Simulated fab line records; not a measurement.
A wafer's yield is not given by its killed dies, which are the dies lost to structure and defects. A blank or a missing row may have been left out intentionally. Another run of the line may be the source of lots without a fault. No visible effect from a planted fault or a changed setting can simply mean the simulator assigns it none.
fab line records	flow sky130
[record] lots = 5	wafers = 15	lastDay = 49
route steps=708 shown SONOS_ONO@171 GATE_OXIDE@187 POLY_GATE@204 RES_PROTECT@206
lots with no fault: from the same line, run without faults
startH: hours from the record's opening day to when the first of the lot's shown wafers began	waitH: hours from the lot's prior step to this one	" identical to the entry in the row above	L1.1+2: a row that stands for several wafers	- value missing, or start not given	* or withheld: withheld	< > ~ a bound
route shown NAME@n: names a module that has steps shown in the file, with the first one's number in the route	usual: mean/standard deviation of fault-free wafers	same: alike in all rows	chamber/n: place in a boat	sites: the reading at each site	_std_site: the values' standard deviation	_edge_site: inner sites' mean taken away from outer sites' mean	radiusMm: how far each site lies from the wafer's centre	mask NAME#n: copy n	behind: tool/chamber where the wafer was last shaped	hold: why the lot went on hold/how many hours it stayed there/how the hold came to an end	device: names the non-switching transistor (n, p or np)	end of line: tests of these same wafers at the route's end	step lacking rows: just its recipe	killed: the dies lost at the first sort to structure and to defects; this is not the yield of the wafer	map: a wafer's dies, x killed, . not, _ none there
set.NAME: the setting as run; set.NAME@STEP: as run at that earlier step	model.NAME: the simulator's own value behind a step, which no gauge read
certain route steps with their lots: each step a table, each wafer a row
services: when a tool's chamber went out of use (startH, in hours from the record's first day, below 0 if earlier), for how many hours, and the reason
[[steps]]
[step SKY_SONOS_ONO_THK_MEAS_03]
[recipe] reads = Si3N4_of_SONOS_ONO_CVD_02
[usual] SONOS_ONO_CVD_02_THK = 10.46/0.11
lot.wafer	tool	chamber	startH	waitH	SONOS_ONO_CVD_02_THK[nm]
L075.2	filmMetro-04	-	266.88	0.0	10.34
L075.4	"	-	"	"	10.54
L075.5	"	-	"	"	10.54
L078.1	filmMetro-01	-	290.45	0.0	10.48
L078.4	"	-	"	"	10.39
L078.5	"	-	"	"	10.51
L082.4	filmMetro-01	-	338.46	0.0	10.34
L082.5	"	-	"	"	10.38
L082.6	"	-	"	"	10.34
L090.1	filmMetro-04	-	385.20	0.0	10.43
L090.3	"	-	"	"	10.53
L090.5	"	-	"	"	10.35
L091.2	filmMetro-02	-	397.64	0.0	10.61
L091.4	"	-	"	"	10.47
L091.6	"	-	"	"	10.52
[step SKY_SONOS_ONO_CVD_04]
[recipe] material = SiO2	precursor = SiH4/N2O	targetThkNm = 5.7199	tempC = 900	pressureMtorr = 400
[usual] spikeTcCentreC = 901.1/0.92	susceptorTempC = 900.1/0.32
lot.wafer	tool	chamber	startH	waitH	spikeTcCentreC	susceptorTempC
L075.2	lpcvd-03	0	266.93	0.0	900.5	900.5
L075.4	"	0	"	"	901.5	900.0
L075.5	"	0	"	"	900.9	900.1
L078.1	lpcvd-03	0	290.51	0.1	900.2	900.2
L078.4	"	0	"	"	900.6	899.7
L078.5	"	0	"	"	901.4	899.3
L082.4	lpcvd-03	1	338.49	0.0	900.8	899.3
L082.5	"	1	"	"	899.7	899.9
L082.6	"	1	"	"	900.2	900.0
L090.1	lpcvd-03	0	385.26	0.1	901.6	900.1
L090.3	"	0	"	"	901.5	900.0
L090.5	"	0	"	"	900.0	900.6
L091.2	lpcvd-03	0	397.69	0.0	901.2	900.4
L091.4	"	0	"	"	901.1	900.1
L091.6	"	0	"	"	900.1	900.0
[step SKY_SONOS_ONO_THK_MEAS_05]
[recipe] reads = SiO2_of_SONOS_ONO_CVD_04
[usual] SONOS_ONO_CVD_04_THK = 5.75/0.099
lot.wafer	tool	chamber	startH	waitH	SONOS_ONO_CVD_04_THK[nm]
L075.2	filmMetro-04	-	268.19	0.0	5.64
L075.4	"	-	"	"	5.62
L075.5	"	-	"	"	5.57
L078.1	filmMetro-02	-	291.76	0.0	5.81
L078.4	"	-	"	"	5.83
L078.5	"	-	"	"	5.80
L082.4	filmMetro-04	-	339.77	0.0	5.89
L082.5	"	-	"	"	5.80
L082.6	"	-	"	"	5.86
L090.1	filmMetro-02	-	386.51	0.0	5.87
L090.3	"	-	"	"	5.79
L090.5	"	-	"	"	5.75
L091.2	filmMetro-01	-	398.95	0.0	5.53
L091.4	"	-	"	"	5.70
L091.6	"	-	"	"	5.57
[step SKY_SONOS_ONO_DEHYDRATE_06]
[recipe] tempC = 200	timeS = 60
lot.wafer	tool	chamber	startH	waitH
L075.2+4+5	lithoTrack-04	0	280.45	12.2
L078.1+4+5	lithoTrack-04	0	303.67	11.9
L082.4+5+6	lithoTrack-03	0	352.75	13.0
L090.1+3+5	lithoTrack-04	0	400.72	14.2
L091.2+4+6	lithoTrack-01	0	413.17	14.2
[step SKY_SONOS_ONO_HMDS_07]
[recipe] primeTimeS = 60	primeTempC = 120
lot.wafer	tool	chamber	startH	waitH
L075.2+4+5	lithoTrack-04	0	280.60	0.1
L078.1+4+5	lithoTrack-04	0	303.82	0.1
L082.4+5+6	lithoTrack-03	0	352.90	0.1
L090.1+3+5	lithoTrack-04	0	400.87	0.1
L091.2+4+6	lithoTrack-01	0	413.32	0.1
[step SKY_SONOS_ONO_COAT_08]
[recipe] resist = NOVOLAK	spinRpm = 3000	resistThkNm = 1140
lot.wafer	tool	chamber	startH	waitH
L075.2+4+5	lithoTrack-04	0	280.75	0.1
L078.1+4+5	lithoTrack-04	0	303.97	0.1
L082.4+5+6	lithoTrack-03	0	353.05	0.1
L090.1+3+5	lithoTrack-04	0	401.02	0.1
L091.2+4+6	lithoTrack-01	0	413.47	0.1
[step SKY_SONOS_ONO_SOFTBAKE_09]
[recipe] tempC = 90	timeS = 60	resist = NOVOLAK
lot.wafer	tool	chamber	startH	waitH
L075.2+4+5	lithoTrack-04	0	280.90	0.1
L078.1+4+5	lithoTrack-04	0	304.12	0.1
L082.4+5+6	lithoTrack-03	0	353.20	0.1
L090.1+3+5	lithoTrack-04	0	401.17	0.1
L091.2+4+6	lithoTrack-01	0	413.62	0.1
[step SKY_SONOS_ONO_EXPOSE_10]
[recipe] maskId = ONOM	targetCdNm = 410	na = 0.6	sourceShape = conventional	sigmaOuter = 0.6	doseMj = 150
lot.wafer	tool	chamber	startH	waitH	mask
L075.2+4+5	ilineStepper-01	0	-	-	ONOM#0
L078.1+4+5	ilineStepper-01	0	-	-	ONOM#0
L082.4+5+6	ilineStepper-01	0	-	-	ONOM#0
L090.1+3+5	ilineStepper-02	0	-	-	ONOM#0
L091.2+4+6	ilineStepper-01	0	-	-	ONOM#0
[step SKY_SONOS_ONO_PEB_11]
[recipe] tempC = withheld	timeS = *	resist = NOVOLAK
lot.wafer	tool	chamber	startH	waitH
L075.2+4+5	lithoTrack-03	0	-	-
L078.1+4+5	lithoTrack-01	0	-	-
L082.4+5+6	lithoTrack-04	0	-	-
L090.1+3+5	lithoTrack-01	0	-	-
L091.2+4+6	lithoTrack-04	0	-	-
[step SKY_SONOS_ONO_DEVELOP_12]
[recipe] developTimeS = 60	devTempC = 23
lot.wafer	tool	chamber	startH	waitH
L075.2+4+5	lithoTrack-03	0	293.60	0.1
L078.1+4+5	lithoTrack-01	0	316.74	0.1
L082.4+5+6	lithoTrack-04	0	366.69	0.1
L090.1+3+5	lithoTrack-01	0	415.34	0.1
L091.2+4+6	lithoTrack-04	0	428.29	0.1
[step SKY_SONOS_ONO_CD_MEAS_13]
[recipe] targetCdNm = 410
[usual] cdNm = 410.4/2
lot.wafer	tool	chamber	startH	waitH	cdNm
L075.2	cdSem-01	-	293.74	0.1	408.8
L075.4	"	-	"	"	407.3
L075.5	"	-	"	"	408.6
L078.1	cdSem-01	-	316.89	0.1	410.2
L078.4	"	-	"	"	410.5
L078.5	"	-	"	"	409.5
L082.4	cdSem-01	-	366.83	0.1	410.1
L082.5	"	-	"	"	412.3
L082.6	"	-	"	"	409.1
L090.1	cdSem-01	-	415.49	0.1	409.1
L090.3	"	-	"	"	409.8
L090.5	"	-	"	"	408.8
L091.2	cdSem-02	-	428.44	0.1	412.3
L091.4	"	-	"	"	410.9
L091.6	"	-	"	"	411.7
[step SKY_SONOS_ONO_OVL_MEAS_14]
[usual] SONOS_ONO_OVL = 0.4/1.4
lot.wafer	tool	chamber	startH	waitH	SONOS_ONO_OVL[nm]
L075.2	overlay-01	-	293.85	0.1	-0.5
L075.4	"	-	"	"	1.9
L075.5	"	-	"	"	-1.0
L078.1	overlay-02	-	317.01	0.1	2.1
L078.4	"	-	"	"	0.6
L078.5	"	-	"	"	1.2
L082.4	overlay-01	-	366.91	0.1	1.5
L082.5	"	-	"	"	1.6
L082.6	"	-	"	"	0.4
L090.1	overlay-02	-	415.61	0.1	2.8
L090.3	"	-	"	"	2.5
L090.5	"	-	"	"	2.4
L091.2	overlay-02	-	428.55	0.1	2.0
L091.4	"	-	"	"	1.8
L091.6	"	-	"	"	0.4
[step SKY_SONOS_ONO_ETCH_15]
[recipe] targetDepthNm = 19.52	chemistry = CHF3/O2	sourceW = 600	biasW = 200	pressureMtorr = 40	chf3FlowSccm = 50	O2_flow_sccm = 5	timeS = 7.8
[usual] drypumpMotorCurrentA = 5.6/0.42	oesProductAu = 1.002/0.014	throttleValvePct = 8.826/0.01
lot.wafer	tool	chamber	startH	waitH	drypumpMotorCurrentA	oesProductAu	rfHoursCounterH	throttleValvePct
L075.2	rieDiel-02	3	293.88	0.0	5.3	1.014	27	8.818
L075.4	"	1	"	"	6.1	1.012	6	8.833
L075.5	"	0	"	"	5.1	0.999	-	8.814
L078.1	rieDiel-02	3	317.05	0.0	5.3	1.016	28	8.834
L078.4	"	0	"	"	5.1	1.000	59	8.818
L078.5	"	0	"	"	5.1	0.986	-	8.811
L082.4	rieDiel-04	3	366.93	0.0	5.6	0.998	70	8.812
L082.5	"	1	"	"	6.1	1.021	-	8.810
L082.6	"	2	"	"	5.6	1.014	-	8.829
L090.1	rieDiel-02	0	415.65	0.0	5.1	1.008	61	8.841
L090.3	"	2	"	"	5.1	1.032	87	8.823
L090.5	"	1	"	"	6.1	0.990	-	8.828
L091.2	rieDiel-04	0	428.58	0.0	5.3	1.005	105	8.841
L091.4	"	2	"	"	5.6	1.021	2	8.818
L091.6	"	3	"	"	5.5	1.002	-	8.834
[step SKY_SONOS_ONO_WET_ETCH_16]
[recipe] chemistry = dHF	targetDepthNm = 14	dry = n2Spin	target = SiO2	dilution = 100:1	tempC = 25	timeS = 280
lot.wafer	tool	chamber	startH	waitH
L075.2+4+5	wetBench-02	2	293.90	0.0
L078.1+4+5	wetBench-02	1	317.07	0.0
L082.4+5+6	wetBench-02	3	366.95	0.0
L090.1+3+5	wetBench-04	2	415.67	0.0
L091.2+4+6	wetBench-02	2	428.60	0.0
[step SKY_SONOS_ONO_STRIP_17]
[recipe] chemistry = O2/N2	powerW = 1400	pressureMtorr = 1500	platenTempC = withheld	o2FlowSccm = 3000	n2FlowSccm = 300	overashFraction = 0.5
[usual] drypumpMotorCurrentA = 5.7/0.51	oesProductAu = 0.709/0.0041	stripTimeToEndpointS = 14.09/0.036
lot.wafer	tool	chamber	startH	waitH	drypumpMotorCurrentA	oesProductAu	rfHoursCounterH	stripTimeToEndpointS
L075.2	plasmaAsher-03	1	293.98	0.0	5.9	0.708	57	14.00
L075.4	"	0	"	"	6.0	0.711	-	14.04
L075.5	"	1	"	"	5.8	0.709	-	14.02
L078.1	plasmaAsher-04	1	317.16	0.0	4.9	0.707	51	14.07
L078.4	"	1	"	"	4.9	0.720	-	14.11
L078.5	"	0	"	"	6.1	0.711	-	14.07
L082.4	plasmaAsher-03	0	367.15	0.0	6.1	0.719	-	14.09
L082.5	"	0	"	"	6.1	0.711	-	14.11
L082.6	"	1	"	"	5.8	0.704	-	14.08
L090.1	plasmaAsher-02	0	415.75	0.0	5.1	0.705	73	14.08
L090.3	"	0	"	"	5.1	0.712	-	14.06
L090.5	"	0	"	"	5.1	0.719	-	14.06
L091.2	plasmaAsher-02	1	428.68	0.0	6.1	0.706	74	14.12
L091.4	"	1	"	"	6.1	0.711	-	14.14
L091.6	"	0	"	"	5.1	0.707	-	14.11
[step SKY_SONOS_ONO_WET_ETCH_18]
[recipe] chemistry = H3PO4	targetDepthNm = 15	target = Si3N4	tempC = 160	timeS = 172
lot.wafer	tool	chamber	startH	waitH
L075.2+4+5	wetBench-04	3	294.08	0.1
L078.1+4+5	wetBench-04	2	317.26	0.1
L082.4+5+6	wetBench-01	1	367.22	0.0
L090.1+3+5	wetBench-01	0	415.85	0.1
L091.2+4+6	wetBench-01	3	428.78	0.1
[step SKY_GATE_OXIDE_CLEAN_00]
[recipe] chemistry = SC1/SC2	mix = 1:4:20	tempC = 70	timeS = 150	dry = n2Spin
lot.wafer	tool	chamber	startH	waitH
L075.2+4+5	wetBench-01	0	294.15	0.0
L078.1+4+5	wetBench-01	0	317.31	0.0
L082.4+5+6	wetBench-04	3	367.28	0.0
L090.1+3+5	wetBench-02	0	415.91	0.0
L091.2+4+6	wetBench-04	0	428.84	0.0
[step SKY_GATE_OXIDE_OXIDATION_01]
[recipe] tempC = 900	ambient = O2	stabiliseS = 600	purgeS = 300	targetThkA = 102.68	oxTimeS = 1473
[usual] spikeTcCentreC = 898.9/0.97	tubeCenterTempC = 900.01/0.081
lot.wafer	tool	chamber	startH	waitH	spikeTcCentreC	tubeCenterTempC
L075.2	furnace-02	0	294.25	0.0	898.5	899.97
L075.4	"	0	"	"	900.4	899.96
L075.5	"	0	"	"	899.9	899.83
L078.1	furnace-01	0	318.98	1.6	899.5	899.85
L078.4	"	0	"	"	899.9	899.98
L078.5	"	0	"	"	899.8	899.93
L082.4	furnace-02	0	373.25	5.9	898.4	900.07
L082.5	"	0	"	"	898.7	900.08
L082.6	"	0	"	"	899.6	900.08
L090.1	furnace-01	0	417.87	1.9	897.0	900.06
L090.3	"	0	"	"	897.5	899.88
L090.5	"	0	"	"	898.8	899.89
L091.2	furnace-02	0	430.11	1.2	898.9	900
L091.4	"	0	"	"	898.2	899.95
L091.6	"	0	"	"	900.0	900.01
[step SKY_GATE_OXIDE_THK_MEAS_02]
[recipe] reads = SiO2_of_GATE_OXIDE_OXIDATION_01
[usual] GATE_OXIDE_OXIDATION_00_THK = 10.28/0.17
lot.wafer	tool	chamber	startH	waitH	GATE_OXIDE_OXIDATION_00_THK[nm]
L075.2	filmMetro-02	-	295.67	0.0	10.38
L075.4	"	-	"	"	10.31
L075.5	"	-	"	"	10.28
L078.1	filmMetro-03	-	320.39	0.0	10.29
L078.4	"	-	"	"	10.15
L078.5	"	-	"	"	10.01
L082.4	filmMetro-03	-	374.69	0.0	10.28
L082.5	"	-	"	"	10.27
L082.6	"	-	"	"	10.12
L090.1	filmMetro-03	-	419.28	0.0	10.58
L090.3	"	-	"	"	10.31
L090.5	"	-	"	"	10.35
L091.2	filmMetro-02	-	431.52	0.0	10.51
L091.4	"	-	"	"	10.56
L091.6	"	-	"	"	10.47
[step SKY_GATE_OXIDE_DEHYDRATE_03]
[recipe] tempC = 200	timeS = 60
lot.wafer	tool	chamber	startH	waitH
L075.2+4+5	lithoTrack-03	0	307.95	12.3
L078.1+4+5	lithoTrack-02	0	333.05	12.7
L082.4+5+6	lithoTrack-02	0	387.97	13.3
L090.1+3+5	lithoTrack-01	0	434.29	15.0
L091.2+4+6	lithoTrack-03	0	445.85	14.3
[step SKY_GATE_OXIDE_HMDS_04]
[recipe] primeTimeS = 60	primeTempC = 120
lot.wafer	tool	chamber	startH	waitH
L075.2+4+5	lithoTrack-03	0	308.10	0.1
L078.1+4+5	lithoTrack-02	0	333.20	0.1
L082.4+5+6	lithoTrack-02	0	388.12	0.1
L090.1+3+5	lithoTrack-01	0	434.44	0.1
L091.2+4+6	lithoTrack-03	0	446.00	0.1
[step SKY_GATE_OXIDE_COAT_05]
[recipe] resist = NOVOLAK	spinRpm = 3000	resistThkNm = 1140
lot.wafer	tool	chamber	startH	waitH
L075.2+4+5	lithoTrack-03	0	308.25	0.1
L078.1+4+5	lithoTrack-02	0	333.35	0.1
L082.4+5+6	lithoTrack-02	0	388.27	0.1
L090.1+3+5	lithoTrack-01	0	434.59	0.1
L091.2+4+6	lithoTrack-03	0	446.15	0.1
[step SKY_GATE_OXIDE_SOFTBAKE_06]
[recipe] tempC = 90	timeS = 60	resist = NOVOLAK
lot.wafer	tool	chamber	startH	waitH
L075.2+4+5	lithoTrack-03	0	308.40	0.1
L078.1+4+5	lithoTrack-02	0	333.50	0.1
L082.4+5+6	lithoTrack-02	0	388.42	0.1
L090.1+3+5	lithoTrack-01	0	434.74	0.1
L091.2+4+6	lithoTrack-03	0	446.30	0.1
[step SKY_GATE_OXIDE_EXPOSE_07]
[recipe] maskId = LVOM	na = 0.6	sourceShape = conventional	sigmaOuter = 0.6	polarization = unpolarized	targetCdNm = 600	doseMj = 170
lot.wafer	tool	chamber	startH	waitH	mask
L075.2+4+5	ilineStepper-01	0	-	-	LVOM#0
L078.1+4+5	ilineStepper-02	0	-	-	LVOM#0
L082.4+5+6	ilineStepper-01	0	-	-	LVOM#0
L090.1+3+5	ilineStepper-02	0	-	-	LVOM#0
L091.2+4+6	ilineStepper-01	0	-	-	LVOM#0
[step SKY_GATE_OXIDE_PEB_08]
[recipe] tempC = withheld	timeS = *	resist = NOVOLAK
lot.wafer	tool	chamber	startH	waitH
L075.2+4+5	lithoTrack-02	0	-	-
L078.1+4+5	lithoTrack-03	0	-	-
L082.4+5+6	lithoTrack-02	0	-	-
L090.1+3+5	lithoTrack-01	0	-	-
L091.2+4+6	lithoTrack-01	0	-	-
[step SKY_GATE_OXIDE_DEVELOP_09]
[recipe] resist = NOVOLAK	developer = TMAH	developTimeS = 60	devTempC = 23
lot.wafer	tool	chamber	startH	waitH
L075.2+4+5	lithoTrack-02	0	321.17	0.1
L078.1+4+5	lithoTrack-03	0	347.27	0.1
L082.4+5+6	lithoTrack-02	0	403.07	0.1
L090.1+3+5	lithoTrack-01	0	449.04	0.1
L091.2+4+6	lithoTrack-01	0	462.22	0.1
[step SKY_GATE_OXIDE_OVL_MEAS_10]
[usual] GATE_OXIDE_OVL = 1.0/1.2
lot.wafer	tool	chamber	startH	waitH	GATE_OXIDE_OVL[nm]
L075.2	overlay-02	-	321.31	0.1	-0.6
L075.4	"	-	"	"	0.6
L075.5	"	-	"	"	-0.2
L078.1	overlay-02	-	347.42	0.1	1.6
L078.4	"	-	"	"	1.6
L078.5	"	-	"	"	1.3
L082.4	overlay-02	-	403.17	0.1	0.4
L082.5	"	-	"	"	0.2
L082.6	"	-	"	"	0.6
L090.1	overlay-02	-	449.19	0.1	3.6
L090.3	"	-	"	"	1.2
L090.5	"	-	"	"	-0.1
L091.2	overlay-02	-	462.35	0.1	2.2
L091.4	"	-	"	"	1.5
L091.6	"	-	"	"	2.7
[step SKY_GATE_OXIDE_IMPLANT_11]
[recipe] species = B	energyKev = 10	doseCm2 = 2.6e+12	tiltDeg = withheld
[usual] doseIonsCm2 = 2.6002e+12/2.7e+09
lot.wafer	tool	chamber	startH	waitH	doseIonsCm2
L075.2	implanter-01	0	321.36	0.0	2.6036e+12
L075.4	"	0	"	"	2.5974e+12
L075.5	"	0	"	"	2.6012e+12
L078.1	implanter-01	0	347.46	0.0	2.6024e+12
L078.4	"	0	"	"	2.6002e+12
L078.5	"	0	"	"	2.6041e+12
L082.4	implanter-01	0	403.26	0.1	2.6024e+12
L082.5	"	0	"	"	2.602e+12
L082.6	"	0	"	"	2.6046e+12
L090.1	implanter-04	0	449.23	0.0	2.598e+12
L090.3	"	0	"	"	2.5987e+12
L090.5	"	0	"	"	2.6006e+12
L091.2	implanter-02	0	462.40	0.0	2.6003e+12
L091.4	"	0	"	"	2.6053e+12
L091.6	"	0	"	"	2.5983e+12
[step SKY_GATE_OXIDE_WET_ETCH_12]
[recipe] chemistry = dHF	targetDepthNm = 16.8	dry = n2Spin	target = SiO2	dilution = 100:1	tempC = 25	timeS = 336
lot.wafer	tool	chamber	startH	waitH
L075.2+4+5	wetBench-04	0	321.49	0.1
L078.1+4+5	wetBench-01	3	347.61	0.1
L082.4+5+6	wetBench-02	3	403.34	0.1
L090.1+3+5	wetBench-02	3	449.38	0.1
L091.2+4+6	wetBench-01	1	462.53	0.1
[step SKY_GATE_OXIDE_STRIP_13]
[recipe] chemistry = O2/N2	powerW = 1400	pressureMtorr = 1500	platenTempC = withheld	o2FlowSccm = 3000	n2FlowSccm = 300	overashFraction = 0.5
[usual] drypumpMotorCurrentA = 5.8/0.36	oesProductAu = 0.715/0.0044	stripTimeToEndpointS = 14.17/0.042
lot.wafer	tool	chamber	startH	waitH	drypumpMotorCurrentA	oesProductAu	rfHoursCounterH	stripTimeToEndpointS
L075.2	plasmaAsher-03	0	321.59	0.0	6.1	0.716	59	14.14
L075.4	"	1	"	"	5.9	0.717	-	14.22
L075.5	"	0	"	"	6.1	0.713	-	14.16
L078.1	plasmaAsher-03	0	347.71	0.0	6.1	0.707	62	14.19
L078.4	"	0	"	"	6.1	0.714	-	14.21
L078.5	"	1	"	"	5.8	0.720	-	14.21
L082.4	plasmaAsher-04	1	403.48	0.0	4.9	0.720	-	14.20
L082.5	"	0	"	"	6.1	0.718	-	14.22
L082.6	"	1	"	"	4.9	0.710	-	14.23
L090.1	plasmaAsher-03	0	449.48	0.0	6.1	0.710	2	14.13
L090.3	"	1	"	"	5.8	0.711	-	14.16
L090.5	"	0	"	"	6.0	0.709	-	14.15
L091.2	plasmaAsher-03	1	462.63	0.0	5.8	0.714	3	14.11
L091.4	"	1	"	"	5.8	0.720	-	14.17
L091.6	"	1	"	"	5.8	0.704	-	14.16
[step SKY_GATE_OXIDE_TW_MEAS_14]
[usual] GATE_OXIDE_TW = 222.9/1.5
lot.wafer	tool	chamber	startH	waitH	GATE_OXIDE_TW
L075.2	filmMetro-01	-	321.70	0.1	225.3
L075.4	"	-	"	"	225.3
L075.5	"	-	"	"	223.9
L078.1	filmMetro-02	-	347.81	0.1	219.8
L078.4	"	-	"	"	222.1
L078.5	"	-	"	"	220.8
L082.4	filmMetro-03	-	403.58	0.1	221.6
L082.5	"	-	"	"	221.1
L082.6	"	-	"	"	221.3
L090.1	filmMetro-03	-	449.58	0.1	223.4
L090.3	"	-	"	"	222.2
L090.5	"	-	"	"	222.2
L091.2	filmMetro-03	-	462.74	0.1	222.6
L091.4	"	-	"	"	221.8
L091.6	"	-	"	"	223.2
[step SKY_GATE_OXIDE_CLEAN_15]
[recipe] chemistry = SC1/SC2	mix = 1:4:20	tempC = 70	timeS = 150	dry = n2Spin
lot.wafer	tool	chamber	startH	waitH
L075.2+4+5	wetBench-01	3	321.75	0.0
L078.1+4+5	wetBench-04	1	347.87	0.1
L082.4+5+6	wetBench-04	3	403.61	0.0
L090.1+3+5	wetBench-04	3	449.64	0.1
L091.2+4+6	wetBench-02	3	462.79	0.0
[step SKY_GATE_OXIDE_OXIDATION_16]
[recipe] tempC = 800	ambient = O2	idleTempC = 700	rampUpCPerMin = 10	rampDownCPerMin = 3	stabiliseS = 600	purgeS = 300	targetThkA = 35.7	oxTimeS = 1915
[usual] spikeTcCentreC = 799.0/1	tubeCenterTempC = 800/0.076
lot.wafer	tool	chamber	startH	waitH	spikeTcCentreC	tubeCenterTempC
L075.2	furnace-01	0	324.07	2.3	798.1	799.9
L075.4	"	0	"	"	797.8	800
L075.5	"	0	"	"	801.8	799.98
L078.1	furnace-02	0	348.70	0.8	798.8	799.88
L078.4	"	0	"	"	798.9	799.95
L078.5	"	0	"	"	798.7	800.03
L082.4	furnace-01	0	403.66	0.0	800.7	799.97
L082.5	"	0	"	"	799.1	799.86
L082.6	"	0	"	"	799.0	800.03
L090.1	furnace-01	0	449.69	0.0	799.2	799.92
L090.3	"	0	"	"	799.2	800.04
L090.5	"	0	"	"	798.0	800.05
L091.2	furnace-02	0	462.84	0.0	798.4	800.06
L091.4	"	0	"	"	798.3	799.98
L091.6	"	0	"	"	800.7	799.92
[step SKY_POLY_GATE_CVD_00]
[recipe] material = poly-Si	targetThkNm = 180	tempC = 620	timeS = 720	pressureMtorr = 200
[usual] spikeTcCentreC = 621.4/1.3	susceptorTempC = 620.06/0.27
lot.wafer	tool	chamber	startH	waitH	spikeTcCentreC	susceptorTempC
L075.2	lpcvd-01	1	325.60	0.0	620.9	619.87
L075.4	"	1	"	"	622.4	619.73
L075.5	"	1	"	"	622.0	620.63
L078.1	lpcvd-01	1	350.23	0.0	621.0	619.94
L078.4	"	1	"	"	621.7	620.14
L078.5	"	1	"	"	620.5	619.82
L082.4	lpcvd-01	1	405.19	0.0	621.6	620.21
L082.5	"	1	"	"	622.0	620.89
L082.6	"	1	"	"	623.0	620.59
L090.1	lpcvd-01	1	451.22	0.0	621.3	619.98
L090.3	"	1	"	"	624.2	620.02
L090.5	"	1	"	"	623.0	619.73
L091.2	lpcvd-01	1	464.37	0.0	620.0	619.91
L091.4	"	1	"	"	619.9	619.91
L091.6	"	1	"	"	621.6	619.63
[step SKY_POLY_GATE_THK_MEAS_01]
[recipe] reads = poly-Si_of_POLY_GATE_CVD_00
[usual] POLY_GATE_CVD_00_THK = 179.8/1.5
lot.wafer	tool	chamber	startH	waitH	POLY_GATE_CVD_00_THK[nm]
L075.2	filmMetro-02	-	326.81	0.0	179.9
L075.4	"	-	"	"	178.5
L075.5	"	-	"	"	181.2
L078.1	filmMetro-03	-	351.43	0.0	177.5
L078.4	"	-	"	"	177.1
L078.5	"	-	"	"	177.5
L082.4	filmMetro-02	-	406.42	0.0	181.9
L082.5	"	-	"	"	180.2
L082.6	"	-	"	"	181.2
L090.1	filmMetro-03	-	452.42	0.0	178.9
L090.3	"	-	"	"	178.5
L090.5	"	-	"	"	180.6
L091.2	filmMetro-04	-	465.58	0.0	179.9
L091.4	"	-	"	"	179.6
L091.6	"	-	"	"	177.9
[step SKY_RES_PROTECT_DEHYDRATE_00]
[recipe] tempC = 200	timeS = 60
lot.wafer	tool	chamber	startH	waitH
L075.2+4+5	lithoTrack-03	0	339.90	13.1
L078.1+4+5	lithoTrack-02	0	364.65	13.2
L082.4+5+6	lithoTrack-02	0	420.77	14.3
L090.1+3+5	lithoTrack-04	0	467.67	15.2
L091.2+4+6	lithoTrack-03	0	480.40	14.8
[step SKY_RES_PROTECT_HMDS_01]
[recipe] primeTimeS = 60	primeTempC = 120
lot.wafer	tool	chamber	startH	waitH
L075.2+4+5	lithoTrack-03	0	340.05	0.1
L078.1+4+5	lithoTrack-02	0	364.80	0.1
L082.4+5+6	lithoTrack-02	0	420.92	0.1
L090.1+3+5	lithoTrack-04	0	467.82	0.1
L091.2+4+6	lithoTrack-03	0	480.55	0.1
[step SKY_RES_PROTECT_COAT_02]
[recipe] resist = NOVOLAK	spinRpm = 3000	resistThkNm = 1140
lot.wafer	tool	chamber	startH	waitH
L075.2+4+5	lithoTrack-03	0	340.20	0.1
L078.1+4+5	lithoTrack-02	0	364.95	0.1
L082.4+5+6	lithoTrack-02	0	421.07	0.1
L090.1+3+5	lithoTrack-04	0	467.97	0.1
L091.2+4+6	lithoTrack-03	0	480.70	0.1
[step SKY_RES_PROTECT_SOFTBAKE_03]
[recipe] tempC = 90	timeS = 60	resist = NOVOLAK
lot.wafer	tool	chamber	startH	waitH
L075.2+4+5	lithoTrack-03	0	340.35	0.1
L078.1+4+5	lithoTrack-02	0	365.10	0.1
L082.4+5+6	lithoTrack-02	0	421.22	0.1
L090.1+3+5	lithoTrack-04	0	468.12	0.1
L091.2+4+6	lithoTrack-03	0	480.85	0.1
[[services]]
tool	chamber	startH	hours	kind
plasmaAsher-02	-	256.03	1.3	repair
wetBench-02	-	276.33	0.7	repair
ilineStepper-01	-	295.13	1.7	pm
furnace-02	-	297.05	4.5	pm
implanter-01	-	301.30	1.8	repair
implanter-01	-	303.08	3.4	pm
rieDiel-02	3	338.93	2.5	repair
furnace-01	-	341.63	1.7	pm
ilineStepper-02	-	352.29	6.5	repair
lpcvd-01	-	356.82	6.1	pm
furnace-01	-	357.07	4.2	pm
furnace-01	-	361.17	11.7	repair
implanter-01	-	373.31	1.9	repair
implanter-01	-	382.39	2.5	repair
wetBench-01	-	417.41	1.3	repair
lpcvd-03	-	418.19	17.2	pm
plasmaAsher-03	-	421.25	9.0	pm
wetBench-02	-	422.11	1.9	pm
implanter-01	-	422.74	3.5	repair
furnace-02	-	434.42	2.9	pm
ilineStepper-02	-	443.56	1.7	pm
ilineStepper-01	-	464.77	0.8	pm
furnace-02	-	466.12	2.9	pm
rieDiel-02	3	467.47	5.6	repair
[[key]]
fault none
